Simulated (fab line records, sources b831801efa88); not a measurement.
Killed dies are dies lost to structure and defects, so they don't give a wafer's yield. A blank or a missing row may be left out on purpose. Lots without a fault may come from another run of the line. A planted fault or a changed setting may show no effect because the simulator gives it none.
Which tool did it? | flow sky130 | 14 lots, 42 wafers sampled, at 4 steps of a route of 708

WHAT THE GAUGES READ, wafer by wafer
SKY_METAL4_CD_MEAS_13: target cd 300 nm. Usual: cd_nm 299.9 nm, standard deviation 1.5.
lot  | measured     | on        | cd_nm (nm)        | flag
L694 | day 41 23:46 | cd_sem-01 | 296.5 298.4 295.8 |
L695 | day 42 11:13 | cd_sem-02 | 300.8 301.3 299.5 |
L696 | day 42 15:58 | cd_sem-02 | 301.2 301.6 301.6 |
L697 | day 42 16:48 | cd_sem-02 | 300.7 299.2 298.4 |
L699 | day 43 11:42 | cd_sem-01 | 300.3 299.8 300.0 |
L705 | day 44 22:31 | cd_sem-01 | 298.4 297.6 298.7 |
L706 | day 45 03:10 | cd_sem-01 | 300.2 299.3 300.3 |
L707 | day 45 11:05 | cd_sem-02 | 300.9 301.6 301.6 |
L710 | day 46 06:43 | cd_sem-01 | 298.7 297.9 298.2 |
L713 | day 46 19:51 | cd_sem-02 | 299.8 299.9 300.3 |
L714 | day 47 04:50 | cd_sem-02 | 299.9 300.9 299.4 |
L715 | day 47 19:29 | cd_sem-02 | 300.9 299.8 300.8 |
L716 | day 47 20:41 | cd_sem-02 | 299.6 300.5 300.5 |
L717 | day 47 21:52 | cd_sem-01 | 300.5 300.3 300.9 |

SKY_METAL5_RS_MEAS_05: measures by four-point-probe. Usual: METAL5_ALCU_RS 0.0269 ohm/sq, standard deviation 0.00045.
lot  | measured     | on            | METAL5_ALCU_RS (ohm/sq) | flag
L694 | day 43 02:26 | film_metro-03 | 0.0270 0.0266 0.0267    |
L695 | day 43 13:23 | film_metro-02 | 0.0279 0.0271 0.0277    |
L696 | day 43 17:08 | film_metro-03 | 0.0269 0.0274 0.0270    |
L697 | day 43 18:38 | film_metro-03 | 0.0270 0.0267 0.0262    |
L699 | day 44 16:14 | film_metro-01 | 0.0269 0.0269 0.0270    |
L705 | day 45 22:31 | film_metro-03 | 0.0270 0.0263 0.0263    |
L706 | day 46 04:11 | film_metro-01 | 0.0278 0.0271 0.0275    |
L707 | day 46 12:08 | film_metro-01 | 0.0271 0.0273 0.0265    |
L710 | day 47 06:34 | film_metro-02 | 0.0274 0.0272 0.0273    |
L713 | day 47 19:22 | film_metro-03 | 0.0269 0.0269 0.0275    |
L714 | day 48 04:12 | film_metro-03 | 0.0275 0.0276 0.0278    |
L715 | day 48 17:10 | film_metro-03 | 0.0272 0.0268 0.0266    |
L716 | day 48 18:52 | film_metro-01 | 0.0272 0.0272 0.0268    |
L717 | day 48 19:48 | film_metro-02 | 0.0272 0.0276 0.0276    |

WHICH TOOL RAN EACH LOT (tool, then ch and the chambers of the sampled wafers, then the start)
lot  | SKY_CONTACT_CLEAN_22            | SKY_CAP2M_SPUTTER_02
L694 | wet_bench-03 ch 1, day 31 22:07 | pvd_sputter-04, day 39 23:37
L695 | wet_bench-02 ch 1, day 32 12:07 | pvd_sputter-02, day 40 11:45
L696 | wet_bench-03 ch 2, day 32 14:31 | pvd_sputter-02, day 40 16:14
L697 | wet_bench-02 ch 3, day 32 15:37 | pvd_sputter-04, day 40 16:35
L699 | wet_bench-02 ch 3, day 33 14:33 | pvd_sputter-03, day 41 12:48
L705 | wet_bench-02 ch 1, day 35 08:31 | pvd_sputter-03, day 43 02:22
L706 | wet_bench-02 ch 1, day 35 14:48 | pvd_sputter-03, day 43 06:50
L707 | wet_bench-04 ch 1, day 36 00:53 | pvd_sputter-04, day 43 14:26
L710 | wet_bench-04 ch 1, day 36 21:29 | pvd_sputter-03, day 44 10:05
L713 | wet_bench-03 ch 0, day 37 16:56 | pvd_sputter-03, day 45 01:16
L714 | wet_bench-03 ch 2, day 38 01:21 | pvd_sputter-03, day 45 11:03
L715 | wet_bench-02 ch 2, day 38 21:30 | pvd_sputter-03, day 46 02:07
L716 | wet_bench-03 ch 0, day 38 22:28 | pvd_sputter-02, day 46 03:56
L717 | wet_bench-02 ch 2, day 38 23:43 | pvd_sputter-02, day 46 04:32
- SKY_CONTACT_CLEAN_22: cleans in O3/DIW.
- SKY_CAP2M_SPUTTER_02: material TiN, target thk 200 nm, time 166.7 s.

WHAT THE TOOLS THEMSELVES READ (means of the sampled wafers that have a number; where no wafer has one, the mark that the record gives instead)
SKY_CAP2M_SPUTTER_02. Usual: throttle_valve_pct 30.1 %, standard deviation 1.2.
lot  | tool           | throttle_valve_pct (%) | flag
L694 | pvd_sputter-04 | 29.5                   |
L695 | pvd_sputter-02 | 29.8                   |
L696 | pvd_sputter-02 | 29.6                   |
L697 | pvd_sputter-04 | 30.3                   |
L699 | pvd_sputter-03 | 29.8                   |
L705 | pvd_sputter-03 | 30.4                   |
L706 | pvd_sputter-03 | 29.0                   |
L707 | pvd_sputter-04 | 28.9                   |
L710 | pvd_sputter-03 | 29.4                   |
L713 | pvd_sputter-03 | 29.2                   |
L714 | pvd_sputter-03 | 29.9                   |
L715 | pvd_sputter-03 | 30.3                   |
L716 | pvd_sputter-02 | 30.0                   |
L717 | pvd_sputter-02 | 30.0                   |

THE ANSWER, worked out from the rows above alone
Rule: a lot is off if the mean of its wafers that have a number lies more than 3 standard deviations from the usual mean. A lot without any number at a reading at which 4 lots or more have one is off too. The other lots that the step has rows for count as sound. The gauges are gone through in route order, then the tools' own readings, and for those a lot's mean is taken as printed above. The first step at which some lot is off is used, and at that step the reading that is off furthest; a lot without a number counts as furthest.
No lot is off at any reading shown: from this, nothing can be told.

WHAT THE SIMULATOR HAD PUT IN
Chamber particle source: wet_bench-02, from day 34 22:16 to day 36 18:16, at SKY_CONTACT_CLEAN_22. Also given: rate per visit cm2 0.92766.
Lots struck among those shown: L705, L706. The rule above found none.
